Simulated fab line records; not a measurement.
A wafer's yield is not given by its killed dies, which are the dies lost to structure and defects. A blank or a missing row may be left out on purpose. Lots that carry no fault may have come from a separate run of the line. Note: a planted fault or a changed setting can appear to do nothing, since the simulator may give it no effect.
fab line records	flow sky130
record lots=5	wafers=23
route steps=708 shown LOCAL_INTERCONNECT@400 CONTACT@408 METAL1@452 METAL2@486 VIA2@509 METAL3@535
start-h: hours from the record's first day to the start of the lot's first wafer shown	wait-h: hours elapsed since this lot's preceding step	" the same as in the row above	L1.1+2: a single row standing in for several wafers	- no value, or no start given	* or withheld: withheld	< > ~ a bound
route shown NAME@n: names a module that has steps shown in the file, with the first one's number in the route	usual: mean and standard deviation over wafers with no fault	same: alike in all rows	chamber/n: place in a boat	sites: per-site readings	_std_site: the values' standard deviation	_edge_site: outer sites' mean less inner sites'	radius-mm: how far each site lies from the wafer's centre	mask NAME#n: copy n	behind: tool/chamber where the wafer was last shaped	hold: why the lot was held/for how many hours/how that ended	device: whichever transistor did not switch (one of n, p or np)	end of line: at the end of the route, the tests of the same wafers	a step with no rows: only its recipe	killed: the dies lost at the first sort to structure and to defects; this is not the yield of the wafer	map: per-die view of a wafer (x killed, . not killed, _ where there is no die)
set.NAME: the setting as run; set.NAME@STEP: as run at that earlier step	model.NAME: the simulator's own value behind a step, which no gauge read
lots run with intentionally changed settings; tables by step, rows by wafer
## steps
# step SKY_LOCAL_INTERCONNECT_ETCH_13
# recipe chemistry=N2/H2	target=BARC	ion-energy-ev=200	bias-w=100	pressure-mtorr=30	n2-flow-sccm=100	h2-flow-sccm=200	icp-w=500	stop-on=SiO2	time-s=45.9	target-depth-a=600
lot.wafer	tool	chamber	start-h	wait-h	set.ion-energy-ev	set.spin-rpm@LOCAL_INTERCONNECT_COAT_06	model.KrF-thick_of_LOCAL_INTERCONNECT_COAT_06.thk-nm
L074.1	rie-metal-03	0	700.14	0.0	176.4	3069	390.4
L074.2	"	1	"	"	200	3069	388.6
L074.3	"	1	"	"	200	3000	393.3
L074.5	"	1	"	"	200	3000	392.8
L074.6	"	0	"	"	176.4	3069	390.2
L075.1	rie-metal-01	0	709.24	0.0	200	3000	394.2
L075.3	"	1	"	"	200	3000	393.5
L075.4	"	0	"	"	221.7	3000	393.6
L075.5	"	1	"	"	200	3000	395
L075.6	"	0	"	"	221.7	3000	394
L076.1	rie-metal-03	1	726.74	0.0	200	3000	391.7
L076.2	"	0	"	"	200	3000	391.9
L076.5	"	1	"	"	200	3000	391.8
L083.1	rie-metal-03	1	781.18	0.0	214.5	2915	395.7
L083.2	"	0	"	"	200	3000	391.9
L083.3	"	0	"	"	200	2915	398
L083.4	"	1	"	"	200	2915	397.8
L083.5	"	0	"	"	214.5	3000	390.7
L085.1+3	rie-metal-02	1	796.53	0.0	200	2848	406.2
L085.2	"	0	"	"	200	3000	393.4
L085.4	"	0	"	"	200	2848	405.3
L085.6	"	0	"	"	200	3000	394.5
# step SKY_LOCAL_INTERCONNECT_METAL_ETCH_14
# recipe target-depth-nm=110	stop-on=PSG	chemistry=Cl2/BCl3	target=TiN	resist-sidewall-deg=88	pressure-mtorr=10	icp-w=900	bias-w=48.5	Cl2_flow_sccm=60	bcl3-flow-sccm=30	time-s=31.4
lot.wafer	tool	chamber	start-h	wait-h	set.spin-rpm@LOCAL_INTERCONNECT_COAT_06	model.KrF-thick_of_LOCAL_INTERCONNECT_COAT_06.thk-nm
L074.1	rie-metal-03	0	700.20	0.0	3069	347.3
L074.2	"	1	"	"	3069	345.2
L074.3	"	1	"	"	3000	349.5
L074.5	"	1	"	"	3000	349
L074.6	"	0	"	"	3069	346.8
L075.1	rie-metal-01	0	709.30	0.0	3000	351.6
L075.3	"	1	"	"	3000	349.4
L075.4	"	0	"	"	3000	351.1
L075.5	"	1	"	"	3000	351
L075.6	"	0	"	"	3000	351.4
L076.1	rie-metal-03	1	726.80	0.0	3000	347.8
L076.2	"	0	"	"	3000	348.3
L076.5	"	1	"	"	3000	348.2
L083.1	rie-metal-03	1	781.25	0.0	2915	351.8
L083.2	"	0	"	"	3000	348.6
L083.3	"	0	"	"	2915	354.7
L083.4	"	1	"	"	2915	353.7
L083.5	"	0	"	"	3000	347.5
L085.1	rie-metal-02	1	796.60	0.0	2848	362.3
L085.2	"	0	"	"	3000	349.6
L085.3	"	1	"	"	2848	362.6
L085.4	"	0	"	"	2848	361.6
L085.6	"	0	"	"	3000	350.4
# step SKY_LOCAL_INTERCONNECT_STRIP_15
# recipe chemistry=O2/N2	power-w=1400	pressure-mtorr=1500	platen-temp-c=withheld	o2-flow-sccm=3000	n2-flow-sccm=300	overash-fraction=0.5
# usual strip-time-to-endpoint-s=4.729/0.019
lot.wafer	tool	chamber	start-h	wait-h	set.spin-rpm@LOCAL_INTERCONNECT_COAT_06	strip-time-to-endpoint-s
L074.1	plasma-asher-04	0	700.26	0.0	3069	4.695
L074.2	"	1	"	"	3069	4.684
L074.3	"	0	"	"	3000	4.729
L074.5	"	1	"	"	3000	4.722
L074.6	"	0	"	"	3069	4.705
L075.1	plasma-asher-02	1	709.36	0.0	3000	4.756
L075.3	"	1	"	"	3000	4.716
L075.4	"	0	"	"	3000	4.741
L075.5	"	0	"	"	3000	4.728
L075.6	"	1	"	"	3000	4.743
L076.1	plasma-asher-02	0	726.86	0.0	3000	4.719
L076.2	"	1	"	"	3000	4.727
L076.5	"	1	"	"	3000	4.700
L083.1	plasma-asher-04	1	781.30	0.0	2915	4.737
L083.2	"	0	"	"	3000	4.707
L083.3	"	0	"	"	2915	4.788
L083.4	"	1	"	"	2915	4.763
L083.5	"	0	"	"	3000	4.707
L085.1	plasma-asher-01	0	796.65	0.0	2848	4.842
L085.2	"	1	"	"	3000	4.747
L085.3	"	0	"	"	2848	4.879
L085.4	"	1	"	"	2848	4.855
L085.6	"	1	"	"	3000	4.733
# step SKY_CONTACT_HDPCVD_02
# recipe material=SiO2	target-thk-nm=565	sigma-open-frac=0.3	time-s=94.2	temp-c=600	sih4-flow-sccm=60	pressure-mtorr=6
lot.wafer	tool	chamber	start-h	wait-h	set.time-s	model.SiO2_of_CONTACT_HDPCVD_02.thk-nm
L074.1	hdpcvd-02	2	701.22	0.1	94.2	-
L074.2	"	0	"	"	101.2	607.6
L074.3	"	1	"	"	94.2	563.6
L074.5	"	1	"	"	101.2	-
L074.6	"	2	"	"	101.2	606.4
L075.1	hdpcvd-01	1	710.04	0.1	90.58	546.7
L075.3	"	0	"	"	90.58	543.5
L075.4	"	1	"	"	90.58	548.2
L075.5	"	0	"	"	94.2	571
L075.6	"	2	"	"	94.2	574.5
L076.1	hdpcvd-02	0	727.56	0.1	94.2	563.2
L076.2	"	1	"	"	94.2	576.8
L076.5	"	1	"	"	94.2	580.4
L083.1	hdpcvd-02	2	781.98	0.1	94.2	570.6
L083.2	"	0	"	"	94.2	561.7
L083.3	"	1	"	"	80.36	478.8
L083.4	"	2	"	"	94.2	562.8
L083.5	"	1	"	"	80.36	482.1
L085.1	hdpcvd-02	2	797.33	0.1	94.2	562.4
L085.2	"	1	"	"	103	620.4
L085.3	"	0	"	"	103	622.4
L085.4	"	2	"	"	94.2	571
L085.6	"	1	"	"	103	617.7
# step SKY_CONTACT_THK_MEAS_03
# recipe reads=SiO2_of_CONTACT_HDPCVD_02
# usual CONTACT_HDPCVD_THK=564/6.1
lot.wafer	tool	chamber	start-h	wait-h	set.time-s@CONTACT_HDPCVD_02	CONTACT_HDPCVD_THK[nm]
L074.1	film-metro-01	-	701.29	0.0	94.2	569
L074.2	"	-	"	"	101.2	608
L074.3	"	-	"	"	94.2	564
L074.5	"	-	"	"	101.2	606
L074.6	"	-	"	"	101.2	607
L075.1	film-metro-03	-	710.11	0.0	90.58	547
L075.3	"	-	"	"	90.58	543
L075.4	"	-	"	"	90.58	548
L075.5	"	-	"	"	94.2	571
L075.6	"	-	"	"	94.2	574
L076.1	film-metro-02	-	727.63	0.0	94.2	564
L076.2	"	-	"	"	94.2	576
L076.5	"	-	"	"	94.2	581
L083.1	film-metro-02	-	782.05	0.0	94.2	571
L083.2	"	-	"	"	94.2	561
L083.3	"	-	"	"	80.36	479
L083.4	"	-	"	"	94.2	563
L083.5	"	-	"	"	80.36	482
L085.1	film-metro-02	-	797.40	0.0	94.2	562
L085.2	"	-	"	"	103	621
L085.3	"	-	"	"	103	622
L085.4	"	-	"	"	94.2	571
L085.6	"	-	"	"	103	618
# step SKY_CONTACT_CMP_04
# recipe material=SiO2	down-force-psi=4	platen-rpm=60	pad-velocity-m-s=0.94248
# usual time-to-endpoint-s=82/4
lot.wafer	tool	chamber	start-h	wait-h	set.time-s@CONTACT_HDPCVD_02	time-to-endpoint-s
L074.2	cmp-01	1	701.40	0.1	101.2	96
L074.1	"	2	"	"	94.2	79
L074.3	"	3	"	"	94.2	76
L074.5	"	0	"	"	101.2	95
L074.6	"	1	"	"	101.2	96
L075.3	cmp-02	2	710.17	0.0	90.58	74
L075.4	"	3	"	"	90.58	77
L075.1	"	1	"	"	90.58	83
L075.5	"	2	"	"	94.2	84
L075.6	"	3	"	"	94.2	88
L076.2	cmp-01	0	727.79	0.1	94.2	88
L076.1	"	1	"	"	94.2	86
L076.5	"	3	"	"	94.2	84
L083.3	cmp-01	1	782.11	0.0	80.36	51
L083.2	"	2	"	"	94.2	78
L083.4	"	3	"	"	94.2	80
L083.1	"	0	"	"	94.2	88
L083.5	"	1	"	"	80.36	53
L085.3	cmp-01	0	797.54	0.1	103	107
L085.4	"	1	"	"	94.2	87
L085.2	"	2	"	"	103	102
L085.1	"	3	"	"	94.2	80
L085.6	"	1	"	"	103	105
# step SKY_METAL1_ETCH_18
# recipe chemistry=N2/H2	target=BARC	ion-energy-ev=200	bias-w=100	pressure-mtorr=30	n2-flow-sccm=100	h2-flow-sccm=200	icp-w=500	stop-on=SiO2	time-s=45.9	target-depth-a=600
# usual oes-product-au=0.855/0.004
lot.wafer	tool	chamber	start-h	wait-h	set.time-s	oes-product-au	model.KrF-thick_of_METAL1_COAT_10.thk-nm
L074.1	rie-metal-02	1	758.69	0.0	50.46	0.838	-
L074.2	"	0	"	"	45.9	0.856	393.1
L074.3	"	1	"	"	50.46	0.845	389.5
L074.5	"	0	"	"	45.9	0.857	-
L074.6	"	1	"	"	50.46	0.837	390.1
L075.1	rie-metal-02	1	766.69	0.0	39.36	0.935	399.1
L075.3	"	1	"	"	39.36	0.933	399.2
L075.4	"	0	"	"	45.9	0.853	393
L075.5	"	0	"	"	45.9	0.848	391.4
L075.6	"	1	"	"	39.36	0.931	398.7
L076.1	rie-metal-03	1	784.41	0.0	45.9	0.851	393.2
L076.2	"	0	"	"	45.9	0.859	394.8
L076.5	"	1	"	"	45.9	0.851	393.9
L083.1	rie-metal-04	0	837.28	0.1	45.9	0.850	393.8
L083.2	"	0	"	"	45.9	0.852	393.2
L083.3	"	0	"	"	42.41	0.896	396.7
L083.4	"	0	"	"	42.41	0.898	397.1
L083.5	"	0	"	"	42.41	0.901	396.5
L085.1	rie-metal-04	1	853.58	0.0	39.04	0.943	398
L085.2	"	0	"	"	39.04	0.941	398.2
L085.3	"	1	"	"	45.9	0.861	392.7
L085.4	"	0	"	"	45.9	0.857	391.2
L085.6	"	0	"	"	45.9	0.853	392.7
# step SKY_METAL2_SPUTTER_03
# recipe material=Ti	target-thk-nm=5	power-w=3000	time-s=3.3	chamber-pressure-pa=0.4
lot.wafer	tool	chamber	start-h	wait-h	set.time-s	model.Ti_of_METAL2_SPUTTER_03.thk-nm
L074.1	pvd-sputter-04	-	788.24	0.0	3.3	5.088
L074.2	"	-	"	"	3.04	4.63
L074.3	"	-	"	"	3.04	4.712
L074.5	"	-	"	"	3.3	4.981
L074.6	"	-	"	"	3.04	4.698
L075.1	pvd-sputter-03	-	795.85	0.0	3.3	5.106
L075.3	"	-	"	"	3.3	5.071
L075.4	"	-	"	"	3.3	4.978
L075.5	"	-	"	"	2.899	4.465
L075.6	"	-	"	"	2.899	4.422
L076.1	pvd-sputter-03	-	813.91	0.0	3.3	4.789
L076.2	"	-	"	"	3.3	4.825
L076.5	"	-	"	"	3.3	4.924
L083.1	pvd-sputter-01	-	866.45	0.0	3.023	4.683
L083.2	"	-	"	"	3.3	5.194
L083.3	"	-	"	"	3.3	5.157
L083.4	"	-	"	"	3.023	4.669
L083.5	"	-	"	"	3.3	5.204
L085.1	pvd-sputter-03	-	882.93	0.0	3.3	4.918
L085.2	"	-	"	"	3.3	4.884
L085.3	"	-	"	"	2.842	4.153
L085.4	"	-	"	"	2.842	4.147
L085.6	"	-	"	"	3.3	4.889
# step SKY_METAL2_SPUTTER_04
# recipe material=TiN	target-thk-nm=70	power-w=6500	time-s=58.3	chamber-pressure-pa=0.4
lot.wafer	tool	chamber	start-h	wait-h	set.time-s	model.TiN_of_METAL2_SPUTTER_04.thk-nm
L074.1	pvd-sputter-04	-	788.26	0.0	61.45	74.59
L074.2	"	-	"	"	61.45	74.38
L074.3	"	-	"	"	58.3	70.36
L074.5	"	-	"	"	58.3	71.13
L074.6	"	-	"	"	58.3	71.08
L075.1	pvd-sputter-03	-	795.87	0.0	58.3	69.33
L075.3	"	-	"	"	58.3	69.74
L075.4	"	-	"	"	58.3	69.93
L075.5	"	-	"	"	58.3	69.29
L075.6	"	-	"	"	58.3	69.17
L076.1	pvd-sputter-03	-	813.93	0.0	58.3	70.91
L076.2	"	-	"	"	58.3	70.64
L076.5	"	-	"	"	58.3	70.45
L083.1	pvd-sputter-01	-	866.47	0.0	58.3	69.68
L083.2	"	-	"	"	58.3	68.94
L083.3	"	-	"	"	66.74	78.76
L083.4	"	-	"	"	58.3	69.45
L083.5	"	-	"	"	66.74	79.14
L085.1	pvd-sputter-03	-	882.95	0.0	58.3	68.93
L085.2	"	-	"	"	58.3	69.49
L085.3	"	-	"	"	58.3	68.97
L085.4	"	-	"	"	58.3	68.72
L085.6	"	-	"	"	58.3	68.59
# step SKY_VIA2_CMP_02
# recipe material=SiO2	down-force-psi=4	platen-rpm=60	pad-velocity-m-s=0.94248
lot.wafer	tool	chamber	start-h	wait-h	set.leave-above-ref-nm	model.SiO2_of_VIA2_HDPCVD_00.thk-nm
L074.1	cmp-02	1	815.64	0.2	495	495.3
L074.2	"	3	"	"	520.6	519.3
L074.3	"	0	"	"	495	494.8
L074.5	"	1	"	"	495	-
L074.6	"	2	"	"	520.6	-
L075.4	cmp-01	2	822.99	0.0	524.4	523.9
L075.1	"	3	"	"	524.4	523.2
L075.3	"	1	"	"	495	495.3
L075.6	"	2	"	"	495	493.2
L075.5	"	3	"	"	495	494.2
L076.2	cmp-02	3	842.05	0.1	495	494.8
L076.1	"	0	"	"	495	495.1
L076.5	"	2	"	"	495	494.1
L083.1	cmp-01	2	894.21	0.1	504.7	504.3
L083.3	"	3	"	"	495	494.6
L083.2	"	0	"	"	495	-
L083.4	"	1	"	"	504.7	-
L083.5	"	2	"	"	504.7	502.5
L085.2	cmp-02	1	909.75	0.0	495	496.6
L085.1	"	2	"	"	457.9	-
L085.3	"	3	"	"	495	494.4
L085.4	"	0	"	"	457.9	457.5
L085.6	"	1	"	"	495	495.9
# step SKY_VIA2_EXPOSE_09
# recipe mask-id=VIM2	na=0.8	source-shape=annular	sigma-inner=0.55	sigma-outer=0.85	target-cd-nm=200	dose-mj=38
lot.wafer	tool	chamber	start-h	wait-h	mask	set.dose-mj
L074.1+2+5	krf-scanner-01	0	-	-	VIM2#0	35.57
L074.3+6	"	0	"	"	VIM2#0	38
L075.1+4+6	krf-scanner-02	0	-	-	VIM2#0	38
L075.3+5	"	0	"	"	VIM2#0	37.04
L076.1+2+5	krf-scanner-02	0	-	-	VIM2#0	38
L083.1+2+3+4+5	krf-scanner-02	0	-	-	VIM2#0	38
L085.1+2+3+4+6	krf-scanner-01	0	-	-	VIM2#0	38
# step SKY_VIA2_PEB_10
# recipe peb-temp-c=withheld	peb-time-s=withheld	resist=KrF-thick
# step SKY_VIA2_DEVELOP_11
# recipe develop-time-s=60	resist=KrF-thick	dev-temp-c=21
# step SKY_VIA2_CD_MEAS_12
# recipe target-cd-nm=200
# usual cd-nm=200.2/1.6
lot.wafer	tool	chamber	start-h	wait-h	set.dose-mj@VIA2_EXPOSE_09	cd-nm
L074.1	cd-sem-02	-	842.43	-	35.57	187.6
L074.2	"	-	"	"	35.57	188.2
L074.3	"	-	"	"	38	201.3
L074.5	"	-	"	"	35.57	189.1
L074.6	"	-	"	"	38	202.4
L075.1	cd-sem-02	-	849.98	-	38	197.8
L075.3	"	-	"	"	37.04	194.3
L075.4	"	-	"	"	38	198.8
L075.5	"	-	"	"	37.04	193.2
L075.6	"	-	"	"	38	198.3
L076.1	cd-sem-02	-	869.25	-	38	199.5
L076.2	"	-	"	"	38	197.2
L076.5	"	-	"	"	38	197.5
L083.1	cd-sem-02	-	919.48	-	38	202.1
L083.2	"	-	"	"	38	202.8
L083.3	"	-	"	"	38	201.6
L083.4	"	-	"	"	38	202.5
L083.5	"	-	"	"	38	203.5
L085.1	cd-sem-02	-	935.24	-	38	201.8
L085.2	"	-	"	"	38	201.7
L085.3	"	-	"	"	38	202.2
L085.4	"	-	"	"	38	202.3
L085.6	"	-	"	"	38	199.6
# step SKY_VIA2_ETCH_14
# recipe chemistry=N2/H2	target=BARC	ion-energy-ev=200	source-w=500	bias-w=100	pressure-mtorr=30	n2-flow-sccm=100	h2-flow-sccm=200	stop-on=SiO2	time-s=45.9	target-depth-a=600
lot.wafer	tool	chamber	start-h	wait-h	set.ion-energy-ev	set.leave-above-ref-nm@VIA2_CMP_02	set.dose-mj@VIA2_EXPOSE_09	model.SiO2_of_VIA2_HDPCVD_00.thk-nm	model.VIA2.cd-nm
L074.1	rie-diel-01	2	842.58	0.0	200	495	35.57	495.3	186.2
L074.2	"	0	"	"	200	520.6	35.57	519.3	187.3
L074.3	"	3	"	"	200	495	38	494.8	202.8
L074.5	"	3	"	"	200	495	35.57	-	190.1
L074.6	"	0	"	"	200	520.6	38	-	201.8
L075.1	rie-diel-02	1	850.13	0.0	214.5	524.4	38	523.2	198.3
L075.3	"	3	"	"	200	495	37.04	495.3	194.6
L075.4	"	2	"	"	214.5	524.4	38	523.8	199.6
L075.5	"	3	"	"	214.5	495	37.04	494.2	192.4
L075.6	"	2	"	"	200	495	38	493.2	199.5
L076.1	rie-diel-03	2	869.40	0.0	200	495	38	495.1	201
L076.2	"	1	"	"	200	495	38	494.8	197.9
L076.5	"	2	"	"	200	495	38	494.1	199
L083.1	rie-diel-03	0	919.63	0.0	200	504.7	38	504.3	202.8
L083.2	"	2	"	"	200	495	38	-	204.7
L083.3	"	1	"	"	200	495	38	494.6	201.9
L083.4	"	3	"	"	200	504.7	38	-	202.7
L083.5	"	3	"	"	200	504.7	38	502.5	203.1
L085.1	rie-diel-03	1	935.40	0.0	200	457.9	38	-	201.7
L085.2	"	3	"	"	200	495	38	496.6	200.9
L085.3	"	0	"	"	200	495	38	494.4	202.4
L085.4	"	2	"	"	200	457.9	38	457.5	204.3
L085.6	"	2	"	"	200	495	38	495.9	202.2
# step SKY_VIA2_ETCH_15
# recipe target=SiO2	chemistry=C4F8/O2/Ar	target-depth-nm=546	stop-on=TiN	mask-material=KrF-thick	source-w=1500	bias-w=1200	pressure-mtorr=40	c4f8-flow-sccm=withheld	O2_flow_sccm=6	Ar_flow_sccm=300	time-s=84
# usual oes-product-au=0.939/0.0048
lot.wafer	tool	chamber	start-h	wait-h	set.leave-above-ref-nm@VIA2_CMP_02	set.dose-mj@VIA2_EXPOSE_09	oes-product-au	model.VIA2.feature-depth-nm	model.VIA2.cd-nm
L074.1	rie-diel-01	2	842.63	0.0	495	35.57	0.936	495.3	186.3
L074.2	"	0	"	"	520.6	35.57	0.972	519.3	188.9
L074.3	"	3	"	"	495	38	0.938	494.8	205.1
L074.5	"	3	"	"	495	35.57	0.936	493.5	191.3
L074.6	"	0	"	"	520.6	38	0.972	519	204.8
L075.1	rie-diel-02	1	850.18	0.0	524.4	38	0.967	523.2	201
L075.3	"	3	"	"	495	37.04	0.942	495.3	194.8
L075.4	"	2	"	"	524.4	38	0.964	523.8	199.7
L075.5	"	3	"	"	495	37.04	0.944	494.2	190.4
L075.6	"	2	"	"	495	38	0.944	493.2	198.4
L076.1	rie-diel-03	2	869.45	0.0	495	38	0.947	495.1	198.1
L076.2	"	1	"	"	495	38	0.944	494.8	197
L076.5	"	2	"	"	495	38	0.940	494.1	196.3
L083.1	rie-diel-03	0	919.68	0.0	504.7	38	0.944	504.3	206.9
L083.2	"	2	"	"	495	38	0.941	495	206
L083.3	"	1	"	"	495	38	0.935	494.6	201.4
L083.4	"	3	"	"	504.7	38	0.950	505.8	203.2
L083.5	"	3	"	"	504.7	38	0.951	502.5	201.8
L085.1	rie-diel-03	1	935.44	0.0	457.9	38	0.887	457.3	200.1
L085.2	"	3	"	"	495	38	0.951	496.6	199.1
L085.3	"	0	"	"	495	38	0.939	494.4	203
L085.4	"	2	"	"	457.9	38	0.904	457.5	205.7
L085.6	"	2	"	"	495	38	0.940	495.9	201
# step SKY_VIA2_CVD_21
# recipe material=W	target-thk-nm=420	time-s=126.4	temp-c=400	pressure-torr=40
lot.wafer	tool	chamber	start-h	wait-h	set.pressure-torr	model.W_of_VIA2_CVD_21.thk-nm
L074.1+6	cvd-w-01	0,1	843.37	0.0	40	416.3
L074.2	"	1	"	"	40	413.2
L074.3	"	0	"	"	40	413.4
L074.5	"	0	"	"	40	417
L075.1	cvd-w-02	1	850.93	0.0	36.11	395.9
L075.3	"	1	"	"	36.11	399.5
L075.4	"	0	"	"	36.11	394.9
L075.5	"	1	"	"	36.11	393.9
L075.6	"	0	"	"	36.11	396.4
L076.1	cvd-w-01	1	870.16	0.0	40	416.1
L076.2	"	0	"	"	40	415.5
L076.5	"	0	"	"	40	416.6
L083.1	cvd-w-02	1	920.45	0.0	34.5	394
L083.2	"	0	"	"	34.5	396.9
L083.3	"	0	"	"	34.5	397.9
L083.4	"	1	"	"	34.5	387.4
L083.5	"	0	"	"	34.5	397.7
L085.1	cvd-w-02	0	936.57	0.0	40	424.4
L085.2	"	1	"	"	40	417.9
L085.3	"	1	"	"	40	414
L085.4	"	0	"	"	40	429.1
L085.6	"	1	"	"	40	420.8
# step SKY_METAL3_SPUTTER_03
# recipe material=Ti	target-thk-nm=5	power-w=3000	time-s=3.3	chamber-pressure-pa=0.4
lot.wafer	tool	chamber	start-h	wait-h	set.time-s	model.Ti_of_METAL3_SPUTTER_03.thk-nm
L074.1	pvd-sputter-02	-	844.07	0.0	3.3	4.999
L074.2	"	-	"	"	3.3	5.071
L074.3	"	-	"	"	3.3	5.014
L074.5	"	-	"	"	3.673	5.483
L074.6	"	-	"	"	3.673	5.704
L075.1	pvd-sputter-04	-	851.63	0.0	3.3	5.076
L075.3	"	-	"	"	3.3	5.025
L075.4	"	-	"	"	3.164	4.561
L075.5	"	-	"	"	3.164	4.883
L075.6	"	-	"	"	3.3	4.752
L076.1	pvd-sputter-02	-	870.86	0.0	3.3	4.993
L076.2	"	-	"	"	3.3	5.134
L076.5	"	-	"	"	3.3	4.943
L083.1	pvd-sputter-02	-	921.20	0.0	3.3	5.144
L083.2	"	-	"	"	2.953	4.474
L083.3	"	-	"	"	3.3	5.027
L083.4	"	-	"	"	2.953	4.504
L083.5	"	-	"	"	3.3	4.998
L085.1	pvd-sputter-02	-	937.26	0.0	3.468	5.25
L085.2	"	-	"	"	3.3	4.942
L085.3	"	-	"	"	3.3	5.132
L085.4	"	-	"	"	3.3	4.974
L085.6	"	-	"	"	3.468	5.458
## key
split step=SKY_LOCAL_INTERCONNECT_ETCH_13	setting=ion-energy-ev	stated=200	by=wafer
response none clear
split step=SKY_CONTACT_HDPCVD_02	setting=time-s	stated=94.2	by=wafer
response step=SKY_CONTACT_HDPCVD_02	reading=model.SiO2_of_CONTACT_HDPCVD_02.thk-nm	change=+5.81	per=1%	r=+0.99
response step=SKY_CONTACT_THK_MEAS_03	reading=CONTACT_HDPCVD_THK	change=+5.77	per=1%	r=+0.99
response step=SKY_CONTACT_CMP_04	reading=time-to-endpoint-s	change=*	per=1%	r=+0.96
split step=SKY_METAL1_ETCH_18	setting=time-s	stated=45.9	by=wafer
response step=SKY_METAL1_ETCH_18	reading=oes-product-au	change=-0.00508	per=1%	r=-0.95
response step=SKY_METAL1_ETCH_18	reading=model.KrF-thick_of_METAL1_COAT_10.thk-nm	change=-0.422	per=1%	r=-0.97
split step=SKY_METAL2_SPUTTER_03	setting=time-s	stated=3.3	by=wafer
response step=SKY_METAL2_SPUTTER_03	reading=model.Ti_of_METAL2_SPUTTER_03.thk-nm	change=+0.0525	per=1%	r=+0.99
split step=SKY_METAL2_SPUTTER_04	setting=time-s	stated=58.3	by=wafer
response step=SKY_METAL2_SPUTTER_04	reading=model.TiN_of_METAL2_SPUTTER_04.thk-nm	change=+0.664	per=1%	r=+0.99
split step=SKY_VIA2_CMP_02	setting=leave-above-ref-nm	stated=495	by=wafer
response step=SKY_VIA2_CMP_02	reading=model.SiO2_of_VIA2_HDPCVD_00.thk-nm	change=+4.95	per=1%	r=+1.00
response step=SKY_VIA2_ETCH_14	reading=model.SiO2_of_VIA2_HDPCVD_00.thk-nm	change=+4.94	per=1%	r=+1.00
response step=SKY_VIA2_ETCH_15	reading=oes-product-au	change=+0.00567	per=1%	r=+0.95
response step=SKY_VIA2_ETCH_15	reading=model.VIA2.feature-depth-nm	change=+4.97	per=1%	r=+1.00
split step=SKY_VIA2_EXPOSE_09	setting=dose-mj	stated=38	by=wafer
response step=SKY_VIA2_CD_MEAS_12	reading=cd-nm	change=+2.08	per=1%	r=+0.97
response step=SKY_VIA2_ETCH_14	reading=model.VIA2.cd-nm	change=+2.26	per=1%	r=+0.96
response step=SKY_VIA2_ETCH_15	reading=model.VIA2.cd-nm	change=+2.55	per=1%	r=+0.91
split step=SKY_VIA2_ETCH_14	setting=ion-energy-ev	stated=200	by=wafer
response none clear
split step=SKY_VIA2_CVD_21	setting=pressure-torr	stated=40	by=lot
response step=SKY_VIA2_CVD_21	reading=model.W_of_VIA2_CVD_21.thk-nm	change=+1.82	per=1%	r=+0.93
split step=SKY_METAL3_SPUTTER_03	setting=time-s	stated=3.3	by=wafer
response step=SKY_METAL3_SPUTTER_03	reading=model.Ti_of_METAL3_SPUTTER_03.thk-nm	change=+0.0534	per=1%	r=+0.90
split outside-this-file step=SKY_LOCAL_INTERCONNECT_COAT_06 setting=spin-rpm
# split outside-this-file: this setting was split too, and the file shows its column; the key of that split is in another file
